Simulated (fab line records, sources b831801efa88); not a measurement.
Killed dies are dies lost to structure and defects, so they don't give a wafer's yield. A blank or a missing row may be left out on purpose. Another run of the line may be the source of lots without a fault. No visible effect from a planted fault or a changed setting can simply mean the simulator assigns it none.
The tool behind it: which one? ; flow sky130 ; 10 lots with 30 wafers sampled at 7 steps, on a route of 708 steps

WHAT THE GAUGES READ, wafer by wafer
SKY_METAL2_CD_MEAS_15 targets a cd of 140 nm. Usual: cdNm at 139.8 nm, with a standard deviation of 1.7.
lot;measured;on;cdNm (nm);flag
L226;day 35 18:58;cdSem-01;137.6 138.6 139.1;
L227;day 35 22:02;cdSem-02;138.0 138.7 139.1;
L230;day 36 23:25;cdSem-01;139.4 138.7 138.8;
L235;day 38 10:07;cdSem-02;138.3 137.6 138.7;
L236;day 39 02:41;cdSem-02;143.5 142.0 143.1;
L237;day 39 02:49;cdSem-02;142.2 141.4 140.1;
L240;day 39 21:58;cdSem-01;140.0 139.3 139.7;
L241;day 40 05:01;cdSem-01;141.5 141.6 140.6;
L247;day 41 15:26;cdSem-01;137.8 137.5 139.9;
L248;day 41 23:23;cdSem-02;142.5 143.3 142.7;

SKY_VIA3_RS_MEAS_22: a four-point-probe measurement. Usual: for VIA3_W_RS the level is 0.294 ohm/sq and the standard deviation is 0.0034.
lot;measured;on;VIA3_W_RS (ohm/sq);flag
L226;day 40 08:04;filmMetro-01;0.292 0.291 0.291;
L227;day 40 09:18;filmMetro-02;0.295 0.295 0.293;
L230;day 41 08:01;filmMetro-01;0.296 0.295 0.297;
L235;day 42 18:20;filmMetro-02;0.398 0.396 0.398;OFF
L236;day 43 09:17;filmMetro-03;0.295 0.299 0.298;
L237;day 43 07:59;filmMetro-01;0.396 0.394 0.395;OFF
L240;day 44 01:56;filmMetro-03;0.296 0.294 0.297;
L241;day 44 07:10;filmMetro-02;0.294 0.297 0.291;
L247;day 45 15:58;filmMetro-02;0.296 0.297 0.294;
L248;day 45 23:14;filmMetro-02;0.286 0.284 0.286;

SKY_VIA3_THK_MEAS_23: measures by xrf. Usual: for VIA3_W_THK the level is 373 nm and the standard deviation is 7.6.
lot;measured;on;VIA3_W_THK (nm);flag
L226;day 40 08:10;filmMetro-01;382 384 387;
L227;day 40 09:25;filmMetro-02;367 368 368;
L230;day 41 08:08;filmMetro-01;378 383 379;
L235;day 42 18:28;filmMetro-02;275 276 275;OFF
L236;day 43 09:23;filmMetro-03;364 360 359;
L237;day 43 08:05;filmMetro-01;286 288 288;OFF
L240;day 44 02:02;filmMetro-03;366 369 365;
L241;day 44 07:17;filmMetro-02;369 367 372;
L247;day 45 16:04;filmMetro-02;367 364 369;
L248;day 45 23:21;filmMetro-02;376 380 378;

SKY_CAP2M_OVL_MEAS_12. Usual: for CAP2M_OVL the level is -0.9 nm and the standard deviation is 1.3.
lot;measured;on;CAP2M_OVL (nm);flag
L226;day 41 09:11;overlay-01;-0.8 -0.3 0.3;
L227;day 41 09:54;overlay-02;0.7 1.2 -0.6;
L230;day 42 08:12;overlay-01;0.0 -2.3 -0.7;
L235;day 43 17:28;overlay-01;0.2 0.9 -0.9;
L236;day 44 07:44;overlay-01;-0.2 0.2 -0.2;
L237;day 44 06:55;overlay-01;-1.6 -0.7 -0.8;
L240;day 45 00:28;overlay-02;-3.7 -4.0 -4.2;
L241;day 45 05:07;overlay-02;-2.7 -2.8 -2.5;
L247;day 46 13:47;overlay-01;0.0 -0.9 -0.7;
L248;day 46 20:34;overlay-02;-0.7 1.3 0.7;

TOOL THAT RAN EACH LOT (tool first, then ch and the chambers of the sampled wafers, then the start)
lot;SKY_VIA3_STRIP_16;SKY_VIA3_CVD_21;SKY_VIA3_CMP_24
L226;plasmaAsher-02 ch 0,1, day 40 07:17;cvdW-01 ch 0,1, day 40 07:57;cmp-02 ch 0,2, day 40 08:13
L227;plasmaAsher-02 ch 0,1, day 40 08:32;cvdW-01 ch 0,1, day 40 09:11;cmp-02 ch 0,1,3, day 40 09:29
L230;plasmaAsher-03 ch 1, day 41 07:14;cvdW-01 ch 0,1, day 41 07:53;cmp-01 ch 1,2, day 41 08:11
L235;plasmaAsher-03 ch 0,1, day 42 17:32;cvdW-01 ch 0,1, day 42 18:13;cmp-01 ch 0,2,3, day 42 18:31
L236;plasmaAsher-02 ch 0,1, day 43 08:26;cvdW-02 ch 0,1, day 43 09:08;cmp-01 ch 0,2,3, day 43 09:32
L237;plasmaAsher-01 ch 0, day 43 07:11;cvdW-01 ch 0,1, day 43 07:50;cmp-01 ch 1,2,3, day 43 08:11
L240;plasmaAsher-01 ch 0,1, day 44 01:08;cvdW-02 ch 0,1, day 44 01:47;cmp-01 ch 1,3, day 44 02:05
L241;plasmaAsher-02 ch 0,1, day 44 06:17;cvdW-02 ch 0,1, day 44 07:02;cmp-02 ch 0,2,3, day 44 07:23
L247;plasmaAsher-02 ch 0,1, day 45 15:08;cvdW-02 ch 0,1, day 45 15:49;cmp-01 ch 0,1,3, day 45 16:10
L248;plasmaAsher-03 ch 0,1, day 45 22:26;cvdW-01 ch 0,1, day 45 23:05;cmp-02 ch 0,2,3, day 45 23:27
- SKY_VIA3_STRIP_16: strips in O2/N2.
- SKY_VIA3_CVD_21: deposits W, target thk 390 nm, time 117.31 s.
- SKY_VIA3_CMP_24: polishes, stops on SiO2, t overpolish 20 s, target thk 0 nm.

WHAT THE TOOLS THEMSELVES READ (means of the sampled wafers that have a number; where no wafer has one, the mark that the record gives instead)
SKY_VIA3_STRIP_16. Usual: drypumpMotorCurrentA 5.5 A, standard deviation 0.37; oesProductAu 0.401 a.u., standard deviation 0.0047; stripTimeToEndpointS 4.117 s, standard deviation 0.019.
lot;tool;drypumpMotorCurrentA (A);oesProductAu (a.u.);stripTimeToEndpointS (s);flag
L226;plasmaAsher-02;5.7;0.408;4.111;
L227;plasmaAsher-02;5.6;0.398;4.104;
L230;plasmaAsher-03;5.9;0.397;4.116;
L235;plasmaAsher-03;6.0;0.401;4.119;
L236;plasmaAsher-02;5.6;0.404;4.118;
L237;plasmaAsher-01;4.8;0.403;4.140;
L240;plasmaAsher-01;5.2;0.404;4.103;
L241;plasmaAsher-02;5.7;0.396;4.098;
L247;plasmaAsher-02;5.6;0.402;4.119;
L248;plasmaAsher-03;5.9;0.405;4.128;

SKY_VIA3_CVD_21. Usual: chamberPressureTorr 40.00 Torr, standard deviation 0.089; heaterPowerOuterW 534 W, standard deviation 53; heaterPowerW 891 W, standard deviation 78.
lot;tool;chamberPressureTorr (Torr);heaterPowerOuterW (W);heaterPowerW (W);flag
L226;cvdW-01;40.01;533;895;
L227;cvdW-01;39.91;570;951;
L230;cvdW-01;39.98;572;958;
L235;cvdW-01;21.88;565;957;OFF
L236;cvdW-02;39.97;511;860;
L237;cvdW-01;21.90;523;880;OFF
L240;cvdW-02;40.04;507;840;
L241;cvdW-02;39.97;519;856;
L247;cvdW-02;39.98;525;856;
L248;cvdW-01;39.98;532;898;

SKY_VIA3_CMP_24. Usual: motorCurrentA 11.6 A, standard deviation 1.3; timeToEndpointS 93 s, standard deviation 3.4.
lot;tool;motorCurrentA (A);timeToEndpointS (s);flag
L226;cmp-02;12.1;97;
L227;cmp-02;12.3;94;
L230;cmp-01;10.1;91;
L235;cmp-01;10.6;67;OFF
L236;cmp-01;10.9;94;
L237;cmp-01;10.8;69;OFF
L240;cmp-01;11.1;93;
L241;cmp-02;11.6;95;
L247;cmp-01;11.3;91;
L248;cmp-02;11.4;97;

THE ANSWER, worked out from the rows above alone
Rule: lot off if the mean of its wafers having a number is beyond 3 standard deviations from the usual mean. A lot without any number at a reading at which 4 lots or more have one is off too. All remaining lots with rows at the step are treated as sound. Order of review: gauges by route order, followed by the tools' own readings, for which a lot's mean as printed above is used. At the first step where some lot is off, the reading lying furthest off is the one used; lots without a number count as furthest.
Off: L235, L237, seen at SKY_VIA3_RS_MEAS_22 (VIA3_W_RS).
If a tool, at a process step before that reading, ran all the lots that are off and no sound lot after the first of them, it fits. The gauges at SKY_VIA3_RS_MEAS_22 aren't tried: what is off there is off at SKY_VIA3_CVD_21 too, on other tools, and a gauge's error can't cause that. Of those tried, none fits.

WHAT HAD BEEN PUT IN BY THE SIMULATOR
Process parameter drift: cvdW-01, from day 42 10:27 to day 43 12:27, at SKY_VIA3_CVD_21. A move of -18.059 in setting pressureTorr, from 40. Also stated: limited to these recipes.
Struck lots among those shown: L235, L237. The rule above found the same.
